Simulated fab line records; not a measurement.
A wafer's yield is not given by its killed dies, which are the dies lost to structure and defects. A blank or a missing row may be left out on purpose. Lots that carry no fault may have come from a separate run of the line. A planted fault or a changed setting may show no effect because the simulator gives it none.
fab line records    flow sky130
[record] lots = 6  wafers = 18  last_day = 48
route steps=708 shown VIA3@586 METAL4@598 PAD_OPEN@708
lots that met no fault: from a run of the same line without faults
start_h: hours from the record's opening day to when the first of the lot's shown wafers began    wait_h: time in hours since the lot's previous step    " repeats the value in the row above    L1.1+2: one row covering several wafers at once    - no value present, or no start provided    * or withheld: withheld    < > ~ a bound
route shown NAME@n: NAME is a module with steps in the file, n the number in the route of the first one    usual: average and standard deviation across the fault-free wafers    same: alike in all rows    chamber/n: place in a boat    sites: per-site readings    _std_site: how widely they spread, as a standard deviation    _edge_site: inner sites' mean taken away from outer sites' mean    radius_mm: for every site, how far away it sits from the centre of the wafer    mask NAME#n: copy n    behind: the tool/chamber that last shaped the wafer    hold: why the lot went on hold/how many hours it stayed there/how the hold came to an end    device: the n, p or np transistor that did not switch    end of line: tests of these same wafers at the route's end    a step with no rows: only its recipe    killed: the dies lost at the first sort to structure and to defects; this is not the yield of the wafer    map: dies across one wafer; x = killed, . = not, _ = none there
set.NAME: the setting the step ran with; set.NAME@STEP: the setting that earlier step ran with    model.NAME: the simulator's own value behind a step, which no gauge read
a table for each step, a row for each wafer; lots at some steps of the route
services: from which hour (start_h, from the record's first day; less than 0 if before it) a tool's chamber was out of use, for how many hours, and why
[[steps]]
[step SKY_VIA3_OVL_MEAS_13]
[usual] VIA3_OVL = 1/5.4
lot.wafer  tool        chamber  start_h  wait_h  VIA3_OVL[nm]
L670.2     overlay-02  -        944.59   0.1     3
L670.4     "           -        "        "       1
L670.5     "           -        "        "       -9
L672.1     overlay-02  -        972.25   0.1     5
L672.4     "           -        "        "       -7
L672.5     "           -        "        "       -2
L674.4     overlay-01  -        986.17   0.1     3
L674.5     "           -        "        "       3
L674.6     "           -        "        "       10
L675.1     overlay-02  -        993.90   0.1     -13
L675.2     "           -        "        "       6
L675.6     "           -        "        "       -6
L677.1     overlay-01  -        1004.44  0.1     -1
L677.2     "           -        "        "       -2
L677.5     "           -        "        "       -3
L682.1     overlay-02  -        1032.71  0.1     5
L682.4     "           -        "        "       1
L682.5     "           -        "        "       2
[step SKY_VIA3_ETCH_14]
[recipe] chemistry = N2/H2  target = BARC  ion_energy_ev = 200  source_w = 500  bias_w = 100  pressure_mtorr = 30  n2_flow_sccm = 100  h2_flow_sccm = 200  stop_on = SiO2  time_s = 45.9  target_depth_a = 600
[usual] drypump_motor_current_A = 5.8/0.4  oes_product_au = 0.855/0.0047  throttle_valve_pct = 13.226/0.0092
lot.wafer  tool         chamber  start_h  wait_h  drypump_motor_current_A  oes_product_au  rf_hours_counter_h  throttle_valve_pct
L670.2     rie_diel-03  2        944.62   0.0     5.3                      0.856           9                   13.214
L670.4     "            1        "        "       5.6                      0.856           2                   13.220
L670.5     "            1        "        "       5.6                      0.862           -                   13.235
L672.1     rie_diel-03  1        972.29   0.0     5.6                      0.854           3                   13.221
L672.4     "            2        "        "       5.3                      0.862           10                  13.223
L672.5     "            0        "        "       6.0                      0.862           -                   13.229
L674.4     rie_diel-02  1        986.19   0.0     5.7                      0.854           11                  13.213
L674.5     "            1        "        "       5.7                      0.866           -                   13.227
L674.6     "            0        "        "       5.2                      0.858           -                   13.222
L675.1     rie_diel-02  3        993.94   0.0     5.7                      0.859           11                  13.223
L675.2     "            0        "        "       5.1                      0.852           10                  13.237
L675.6     "            2        "        "       5.8                      0.856           -                   13.241
L677.1     rie_diel-02  0        1004.48  0.0     5.1                      0.855           10                  13.223
L677.2     "            1        "        "       5.7                      0.855           12                  13.227
L677.5     "            0        "        "       5.2                      0.857           -                   13.223
L682.1     rie_diel-04  1        1032.74  0.0     6.2                      0.850           8                   13.208
L682.4     "            3        "        "       6.3                      0.850           18                  13.220
L682.5     "            1        "        "       6.2                      0.855           -                   13.214
[step SKY_VIA3_ETCH_15]
[recipe] target = SiO2  chemistry = C4F8/O2/Ar  target_depth_nm = 507  stop_on = TiN  mask_material = KrF-thick  source_w = 1500  bias_w = 1200  pressure_mtorr = 40  c4f8_flow_sccm = withheld  O2_flow_sccm = 6  Ar_flow_sccm = 300  time_s = 78
[usual] oes_product_au = 0.946/0.0052
lot.wafer  tool         chamber  start_h  wait_h  oes_product_au  rf_hours_counter_h
L670.2     rie_diel-03  2        944.67   0.0     0.940           9
L670.4     "            1        "        "       0.944           2
L670.5     "            1        "        "       0.945           -
L672.1     rie_diel-03  1        972.33   0.0     0.950           3
L672.4     "            2        "        "       0.947           10
L672.5     "            0        "        "       0.938           -
L674.4     rie_diel-02  1        986.23   0.0     0.949           11
L674.5     "            1        "        "       0.937           -
L674.6     "            0        "        "       0.946           -
L675.1     rie_diel-02  3        993.98   0.0     0.945           11
L675.2     "            0        "        "       0.948           10
L675.6     "            2        "        "       0.951           -
L677.1     rie_diel-02  0        1004.52  0.0     0.946           10
L677.2     "            1        "        "       0.946           12
L677.5     "            0        "        "       0.947           -
L682.1     rie_diel-04  1        1032.79  0.0     0.942           8
L682.4     "            3        "        "       0.946           18
L682.5     "            1        "        "       0.946           -
[step SKY_VIA3_STRIP_16]
[recipe] chemistry = O2/N2  power_w = 1400  pressure_mtorr = 1500  platen_temp_c = withheld  o2_flow_sccm = 3000  n2_flow_sccm = 300  overash_fraction = 0.5
[usual] drypump_motor_current_A = 5.7/0.56  oes_product_au = 0.402/0.0052  strip_time_to_endpoint_s = 4.13/0.037
lot.wafer  tool             chamber  start_h  wait_h  drypump_motor_current_A  oes_product_au  rf_hours_counter_h  strip_time_to_endpoint_s
L670.2     plasma_asher-03  1        944.73   0.0     5.3                      0.405           112                 4.15
L670.4     "                1        "        "       5.4                      0.406           -                   4.14
L670.5     "                0        "        "       6.5                      0.406           -                   4.13
L672.1     plasma_asher-03  0        972.39   0.0     6.4                      0.402           114                 4.09
L672.4     "                0        "        "       6.5                      0.395           -                   4.15
L672.5     "                1        "        "       5.4                      0.407           -                   4.17
L674.4     plasma_asher-04  0        986.32   0.1     5.3                      0.409           -                   4.13
L674.5     "                0        "        "       5.3                      0.404           -                   4.13
L674.6     "                1        "        "       5.3                      0.401           -                   4.09
L675.1     plasma_asher-01  1        994.04   0.0     5.4                      0.395           86                  4.11
L675.2     "                0        "        "       6.6                      0.396           86                  4.08
L675.6     "                0        "        "       6.6                      0.404           -                   4.13
L677.1     plasma_asher-01  1        1004.58  0.0     5.4                      0.402           87                  4.08
L677.2     "                0        "        "       6.6                      0.399           87                  4.16
L677.5     "                0        "        "       6.6                      0.394           -                   4.09
L682.1     plasma_asher-04  0        1032.85  0.0     5.3                      0.402           29                  4.17
L682.4     "                0        "        "       5.3                      0.402           -                   4.11
L682.5     "                0        "        "       5.3                      0.401           -                   4.17
[step SKY_VIA3_STRIP_17]
[recipe] chemistry = post_etch_residue_remover  time_s = 1200  temp_c = 72.5
[step SKY_VIA3_CLEAN_18]
[recipe] chemistry = IPA  time_s = 180  temp_c = 25
[step SKY_VIA3_CLEAN_19]
[recipe] chemistry = O3/DIW  dry = n2_spin
[step SKY_VIA3_SPUTTER_20]
[recipe] material = TiN  target_thk_nm = 20  chamber_pressure_pa = 5  power_w = 4000  time_s = 80
[usual] cathode_dc_power_W = 4000.1/0.72  chamber_pressure_pa = 5.000/0.011  throttle_valve_pct = 30.0/0.97
lot.wafer  tool            chamber  start_h  wait_h  cathode_dc_power_W  chamber_pressure_pa  throttle_valve_pct
L670.2     pvd_sputter-01  -        945.32   0.0     4000.5              4.992                29.5
L670.4     "               -        "        "       4000.2              5.005                28.8
L670.5     "               -        "        "       3999.3              4.992                31.3
L672.1     pvd_sputter-01  -        972.98   0.0     4000.1              4.995                31.2
L672.4     "               -        "        "       4001.2              5.002                29.7
L672.5     "               -        "        "       4000.6              4.992                28.7
L674.4     pvd_sputter-03  -        986.91   0.0     4000.3              4.996                29.7
L674.5     "               -        "        "       4000.3              4.990                30.2
L674.6     "               -        "        "       4000.4              5.005                31.0
L675.1     pvd_sputter-04  -        994.63   0.0     4000.5              5.008                31.9
L675.2     "               -        "        "       3998.6              5.006                28.8
L675.6     "               -        "        "       4000.6              4.987                31.4
L677.1     pvd_sputter-03  -        1005.17  0.0     3999.7              5.007                29.7
L677.2     "               -        "        "       4000.2              4.989                29.4
L677.5     "               -        "        "       3998.8              5.016                31.3
L682.1     pvd_sputter-03  -        1033.44  0.0     4000.3              5.003                31.1
L682.4     "               -        "        "       4000.7              4.990                30.1
L682.5     "               -        "        "       4000.3              4.999                31.2
[step SKY_VIA3_CVD_21]
[recipe] material = W  target_thk_nm = 390  time_s = 117.31  temp_c = 400  pressure_torr = 40
[step SKY_VIA3_RS_MEAS_22]
[recipe] thk_meas_gauge = four-point-probe  reads = W_of_VIA3_CVD_21+TiN_of_VIA3_SPUTTER_20
[usual] VIA3_W_RS = 0.295/0.0041
lot.wafer  tool           chamber  start_h  wait_h  VIA3_W_RS[ohm/sq]
L670.2     film_metro-03  -        945.52   0.1     0.301
L670.4     "              -        "        "       0.295
L670.5     "              -        "        "       0.300
L672.1     film_metro-04  -        973.17   0.1     0.295
L672.4     "              -        "        "       0.303
L672.5     "              -        "        "       0.291
L674.4     film_metro-03  -        987.13   0.1     0.287
L674.5     "              -        "        "       0.292
L674.6     "              -        "        "       0.298
L675.1     film_metro-04  -        994.82   0.1     0.294
L675.2     "              -        "        "       0.302
L675.6     "              -        "        "       0.301
L677.1     film_metro-02  -        1005.35  0.1     0.293
L677.2     "              -        "        "       0.300
L677.5     "              -        "        "       0.300
L682.1     film_metro-02  -        1033.63  0.1     0.290
L682.4     "              -        "        "       0.291
L682.5     "              -        "        "       0.292
[step SKY_VIA3_THK_MEAS_23]
[recipe] thk_meas_gauge = xrf  reads = W_of_VIA3_CVD_21
[usual] VIA3_W_THK = 376/6
lot.wafer  tool           chamber  start_h  wait_h  VIA3_W_THK[nm]
L670.2     film_metro-03  -        945.63   0.1     373
L670.4     "              -        "        "       380
L670.5     "              -        "        "       373
L672.1     film_metro-04  -        973.29   0.1     376
L672.4     "              -        "        "       365
L672.5     "              -        "        "       379
L674.4     film_metro-03  -        987.22   0.1     393
L674.5     "              -        "        "       384
L674.6     "              -        "        "       376
L675.1     film_metro-04  -        994.94   0.1     378
L675.2     "              -        "        "       368
L675.6     "              -        "        "       370
L677.1     film_metro-02  -        1005.47  0.1     375
L677.2     "              -        "        "       366
L677.5     "              -        "        "       371
L682.1     film_metro-02  -        1033.75  0.1     378
L682.4     "              -        "        "       377
L682.5     "              -        "        "       374
[step SKY_VIA3_CMP_24]
[recipe] stop_on = SiO2  t_overpolish_s = 20  down_force_psi = 3.5  platen_rpm = 60  target_thk_nm = 0  pad_velocity_m_s = 0.94248
[step SKY_METAL4_SPUTTER_00]
[recipe] material = Ti  target_thk_nm = 15  power_w = 3000  time_s = 10  chamber_pressure_pa = 0.4
[usual] cathode_dc_power_W = 2999.9/0.54  chamber_pressure_pa = 0.4001/0.00086  throttle_valve_pct = 30.2/1.2
lot.wafer  tool            chamber  start_h  wait_h  cathode_dc_power_W  chamber_pressure_pa  throttle_valve_pct
L670.2     pvd_sputter-02  -        945.98   0.2     2999.5              0.4020               30.9
L670.4     "               -        "        "       2999.7              0.4004               29.4
L670.5     "               -        "        "       3000.7              0.4005               31.4
L672.1     pvd_sputter-02  -        973.65   0.2     3000.5              0.4001               30.9
L672.4     "               -        "        "       2998.9              0.4009               28.8
L672.5     "               -        "        "       2999.5              0.3992               31.1
L674.4     pvd_sputter-04  -        987.55   0.1     -                   -                    -
L674.5     "               -        "        "       -                   -                    -
L674.6     "               -        "        "       -                   -                    -
L675.1     pvd_sputter-02  -        995.30   0.1     -                   -                    -
L675.2     "               -        "        "       -                   -                    -
L675.6     "               -        "        "       -                   -                    -
L677.1     pvd_sputter-01  -        1005.83  0.1     2999.5              0.3996               29.4
L677.2     "               -        "        "       3000.1              0.3988               29.7
L677.5     "               -        "        "       2999.9              0.3996               28.9
L682.1     pvd_sputter-02  -        1034.60  0.1     2999.7              0.4000               28.8
L682.4     "               -        "        "       2999.6              0.3993               31.3
L682.5     "               -        "        "       3000.4              0.4010               31.1
[step SKY_METAL4_SPUTTER_01]
[recipe] material = TiN  target_thk_nm = 20  power_w = 6500  time_s = 16.7  chamber_pressure_pa = 0.4
[usual] cathode_dc_power_W = 6499.8/1.2  chamber_pressure_pa = 0.4000/0.00087  throttle_valve_pct = 30.2/1.2
lot.wafer  tool            chamber  start_h  wait_h  cathode_dc_power_W  chamber_pressure_pa  throttle_valve_pct
L670.2     pvd_sputter-02  -        946.00   0.0     6500.3              0.3978               30.9
L670.4     "               -        "        "       6500.6              0.3987               29.3
L670.5     "               -        "        "       6499.8              0.4003               31.4
L672.1     pvd_sputter-02  -        973.67   0.0     6499.0              0.4004               31.1
L672.4     "               -        "        "       6497.4              0.3999               28.5
L672.5     "               -        "        "       6501.3              0.4014               30.8
L674.4     pvd_sputter-04  -        987.57   0.0     6499.8              0.3999               31.4
L674.5     "               -        "        "       6501.9              0.4015               31.3
L674.6     "               -        "        "       6501.0              0.3998               31.9
L675.1     pvd_sputter-02  -        995.32   0.0     6499.1              0.4012               31.2
L675.2     "               -        "        "       6499.2              0.4001               30.8
L675.6     "               -        "        "       6499.8              0.3986               28.5
L677.1     pvd_sputter-01  -        1005.86  0.0     6500.2              0.4013               29.4
L677.2     "               -        "        "       6498.8              0.4000               29.7
L677.5     "               -        "        "       6500.5              0.3999               28.6
L682.1     pvd_sputter-02  -        1034.62  0.0     6499.2              0.3997               28.7
L682.4     "               -        "        "       6500.0              0.4003               31.5
L682.5     "               -        "        "       6499.5              0.4018               31.0
[step SKY_PAD_OPEN_PROBE_99]
[usual] defect_limited_yield = 82.9/1.7  killed_at_M0_to_M3 = 42/6.1  killed_at_M4_up = 3.4/2  killed_at_contacts = 23/4.8  killed_at_front_end = 15/3.8  killed_at_other = 0.3/0.48  killed_dies = 84/8.5  killed_on_rim = 16/3.9  killed_open = 46/6.8  killed_short = 38/6.2  sort_bin_3_pad_short = 0.8/0.42  sort_bin_5_function = 10.1/1.4  sort_bin_6_memory = 6.2/0.99  sort_n_pass = 408/8.5  sort_yield_pct = 82.9/1.7
[same] gross_dies = 492  killed_at_back_side = 0  sort_bin_4_leakage[%] = 0  sort_bin_8_speed[%] = 0
lot.wafer  tool       chamber  start_h  wait_h  defect_limited_yield[%]  killed_at_M0_to_M3  killed_at_M4_up  killed_at_contacts  killed_at_front_end  killed_at_other  killed_dies  killed_on_rim  killed_open  killed_short  sort_bin_3_pad_short[%]  sort_bin_5_function[%]  sort_bin_6_memory[%]  sort_n_pass  sort_yield_pct[%]  model.etest.via3_chain.rc_ohm
L670.2     prober-02  -        1089.94  0.1     80.5                     48                  5                21                  21                   1                96           19             40           56            1.6                      12.4                    5.5                   396          80.5               9.651
L670.4     prober-02  -        1090.04  0.2     82.9                     45                  6                22                  11                   0                84           21             44           40            0.6                      9.1                     7.3                   408          82.9               9.311
L670.5     prober-02  -        1090.09  0.2     83.1                     32                  2                34                  15                   0                83           12             47           36            0.2                      8.9                     7.7                   409          83.1               9.278
L672.1     prober-02  -        1112.04  0.1     81.1                     40                  6                26                  21                   0                93           20             50           42            2.0                      10.8                    6.1                   399          81.1               9.372
L672.4     prober-02  -        1112.19  0.2     83.9                     37                  1                23                  18                   0                79           19             45           33            1.2                      9.6                     5.3                   413          83.9               9.455
L672.5     prober-02  -        1112.24  0.2     84.3                     31                  3                24                  18                   1                77           12             38           39            0.8                      8.9                     5.9                   415          84.3               9.362
L674.4     prober-02  -        1125.24  0.2     82.7                     40                  1                20                  24                   0                85           14             50           35            0.6                      9.6                     7.1                   407          82.7               10.84
L674.5     prober-02  -        1125.29  0.2     85.6                     33                  2                15                  21                   0                71           11             42           29            1.0                      8.5                     4.9                   421          85.6               10.79
L674.6     prober-02  -        1125.34  0.2     84.3                     40                  6                19                  12                   0                77           14             33           44            0.8                      9.8                     5.1                   415          84.3               11.4
L675.1     prober-01  -        1131.99  0.1     81.1                     45                  2                24                  21                   1                93           13             47           45            0.6                      11.6                    6.7                   399          81.1               11.5
L675.2     prober-01  -        1132.04  0.1     81.9                     49                  3                26                  11                   0                89           23             51           37            1.0                      10.4                    6.7                   403          81.9               10.77
L675.6     prober-01  -        1132.24  0.2     84.8                     30                  3                26                  16                   0                75           11             36           37            0.6                      9.1                     5.5                   417          84.8               10.24
L677.1     prober-01  -        1140.59  0.1     82.9                     42                  8                19                  15                   0                84           17             42           42            1.0                      11.4                    4.7                   408          82.9               10.07
L677.2     prober-01  -        1140.64  0.1     81.1                     44                  2                27                  19                   1                93           20             60           33            0.6                      11.4                    6.9                   399          81.1               10.41
L677.5     prober-01  -        1140.79  0.2     86.0                     31                  2                23                  13                   0                69           14             41           28            0.4                      7.9                     5.7                   423          86.0               10.37
L682.1     prober-02  -        1162.62  0.1     81.1                     42                  2                29                  20                   0                93           24             51           42            0.8                      10.4                    7.7                   399          81.1               9.282
L682.4     prober-02  -        1162.77  0.2     81.3                     46                  3                22                  20                   1                92           17             54           38            0.8                      11.4                    6.5                   400          81.3               9.199
L682.5     prober-02  -        1162.82  0.2     84.8                     39                  3                24                  9                    0                75           19             39           36            0.4                      8.7                     6.1                   417          84.8               9.577
// killed by level:class
L670.2 METAL1:geometric_particle:short=11 POLY_GATE:geometric_particle:short=8 VIA2:geometric_particle:open=8 VIA1:geometric_particle:short=8 LI_CONTACT:geometric_particle:open=6 METAL2:geometric_particle:short=6 CONTACT:geometric_particle:open=6 VIA1:geometric_particle:open=6
L670.4 CONTACT:geometric_particle:open=9 VIA1:geometric_particle:open=9 VIA3:geometric_particle:open=8 METAL2:geometric_particle:short=6 METAL1:geometric_particle:short=6 LOCAL_INTERCONNECT:geometric_particle:short=5 FIELD_ISO:geometric_particle:short=4 LI_CONTACT:geometric_particle:open=4
L670.5 CONTACT:geometric_particle:open=14 METAL2:geometric_particle:short=8 LI_CONTACT:geometric_particle:open=8 LI_CONTACT:geometric_particle:short=5 VIA3:geometric_particle:open=5 POLY_GATE:geometric_particle:short=4 VIA2:geometric_particle:open=4 FIELD_ISO:geometric_particle:short=3
L672.1 VIA1:geometric_particle:open=10 CONTACT:geometric_particle:open=9 VIA1:geometric_particle:short=7 POLY_GATE:geometric_particle:short=7 LI_CONTACT:geometric_particle:open=7 POLY_GATE:geometric_particle:open=5 VIA2:geometric_particle:short=5 CONTACT:geometric_particle:short=4
L672.4 METAL1:geometric_particle:short=9 FIELD_ISO:geometric_particle:open=8 CONTACT:geometric_particle:open=8 VIA3:geometric_particle:open=6 LOCAL_INTERCONNECT:geometric_particle:short=5 VIA2:geometric_particle:open=5 VIA1:geometric_particle:open=5 LI_CONTACT:geometric_particle:open=4
L672.5 CONTACT:geometric_particle:short=9 CONTACT:geometric_particle:open=9 VIA3:geometric_particle:open=7 FIELD_ISO:geometric_particle:open=4 LI_CONTACT:geometric_particle:open=4 VIA3:geometric_particle:short=4 VIA1:geometric_particle:open=4 FIELD_ISO:geometric_particle:short=3
L674.4 FIELD_ISO:geometric_particle:short=9 VIA1:geometric_particle:open=9 CONTACT:geometric_particle:open=8 POLY_GATE:geometric_particle:short=6 VIA2:geometric_particle:open=6 VIA3:geometric_particle:open=6 LI_CONTACT:geometric_particle:open=5 FIELD_ISO:geometric_particle:open=4
L674.5 VIA1:geometric_particle:open=12 FIELD_ISO:geometric_particle:open=8 FIELD_ISO:geometric_particle:short=6 LI_CONTACT:geometric_particle:open=4 VIA2:geometric_particle:open=4 VIA3:geometric_particle:open=4 LOCAL_INTERCONNECT:geometric_particle:short=3 CONTACT:geometric_particle:open=3
L674.6 VIA1:geometric_particle:open=11 VIA2:geometric_particle:short=7 CONTACT:geometric_particle:open=7 METAL1:geometric_particle:short=7 METAL4:geometric_particle:short=6 CONTACT:geometric_particle:short=5 POLY_GATE:geometric_particle:open=4 VIA1:geometric_particle:short=4
L675.1 CONTACT:geometric_particle:open=11 VIA3:geometric_particle:open=8 POLY_GATE:geometric_particle:short=7 VIA1:geometric_particle:open=7 METAL2:geometric_particle:short=6 POLY_GATE:geometric_particle:open=5 CONTACT:geometric_particle:short=5 VIA3:geometric_particle:short=5
L675.2 VIA1:geometric_particle:open=12 CONTACT:geometric_particle:open=9 VIA2:geometric_particle:open=9 LI_CONTACT:geometric_particle:open=7 LOCAL_INTERCONNECT:geometric_particle:short=5 METAL1:geometric_particle:short=5 VIA1:geometric_particle:short=5 FIELD_ISO:geometric_particle:open=4
L675.6 VIA1:geometric_particle:open=9 LI_CONTACT:geometric_particle:open=8 CONTACT:geometric_particle:open=8 CONTACT:geometric_particle:short=7 FIELD_ISO:geometric_particle:short=4 METAL1:geometric_particle:short=4 METAL2:geometric_particle:short=4 VIA3:geometric_particle:short=4
L677.1 LI_CONTACT:geometric_particle:open=9 VIA1:geometric_particle:open=6 METAL4:geometric_particle:short=6 CONTACT:geometric_particle:open=6 METAL1:geometric_particle:short=6 VIA2:geometric_particle:short=6 VIA2:geometric_particle:open=6 FIELD_ISO:geometric_particle:short=5
L677.2 CONTACT:geometric_particle:open=12 VIA3:geometric_particle:open=10 VIA2:geometric_particle:open=10 LI_CONTACT:geometric_particle:open=9 FIELD_ISO:geometric_particle:open=7 VIA1:geometric_particle:open=6 FIELD_ISO:geometric_particle:short=4 CONTACT:geometric_particle:short=4
L677.5 VIA1:geometric_particle:open=11 CONTACT:geometric_particle:open=10 LI_CONTACT:geometric_particle:open=5 VIA2:geometric_particle:open=5 POLY_GATE:geometric_particle:short=4 METAL2:geometric_particle:short=4 LOCAL_INTERCONNECT:geometric_particle:short=3 METAL1:geometric_particle:short=3
L682.1 CONTACT:geometric_particle:open=13 VIA1:geometric_particle:open=9 CONTACT:geometric_particle:short=7 METAL1:geometric_particle:short=7 FIELD_ISO:geometric_particle:short=6 POLY_GATE:geometric_particle:short=6 VIA2:geometric_particle:open=6 VIA3:geometric_particle:open=6
L682.4 VIA1:geometric_particle:open=12 VIA3:geometric_particle:open=9 VIA2:geometric_particle:open=8 FIELD_ISO:geometric_particle:open=7 CONTACT:geometric_particle:short=6 POLY_GATE:geometric_particle:short=5 CONTACT:geometric_particle:open=5 METAL2:geometric_particle:short=5
L682.5 CONTACT:geometric_particle:open=9 VIA1:geometric_particle:open=8 LI_CONTACT:geometric_particle:open=6 METAL1:geometric_particle:short=6 METAL3:geometric_particle:short=5 VIA3:geometric_particle:open=5 POLY_GATE:geometric_particle:open=3 LI_CONTACT:geometric_particle:short=3
[[services]]
tool             chamber  start_h  hours  kind
rie_diel-02      3        927.68   4.2    repair
rie_diel-03      1        928.77   10.6   repair
rie_diel-03      0        945.62   -      clean
rie_diel-03      0        945.62   14.6   scheduled_down
rie_diel-03      0        945.62   14.6   vent_cycle
plasma_asher-03  -        956.80   7.0    pm
rie_diel-04      1        961.85   9.1    repair
rie_diel-02      0        974.20   7.0    repair
rie_diel-02      1        975.35   4.3    repair
plasma_asher-01  -        1023.84  16.7   repair
[[key]]
[first_sign] step = SKY_METAL4_SPUTTER_00  reading = tool_record  direction = missing
effect none on later readings
[model_effect] step = SKY_PAD_OPEN_PROBE_99  value = etest.via3_chain.rc_ohm  without = 9.926  struck = 10.92
met_at SKY_METAL4_SPUTTER_00
struck_wafers L674.4,L674.5,L674.6,L675.1,L675.2,L675.6
onset_between 973.65 987.55
[fault] kind = skipped_step_whole  tool = pvd_sputter-02,pvd_sputter-04  chamber = -  onset_h = 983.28  steps = SKY_METAL4_SPUTTER_00  scope = struck_lots_only
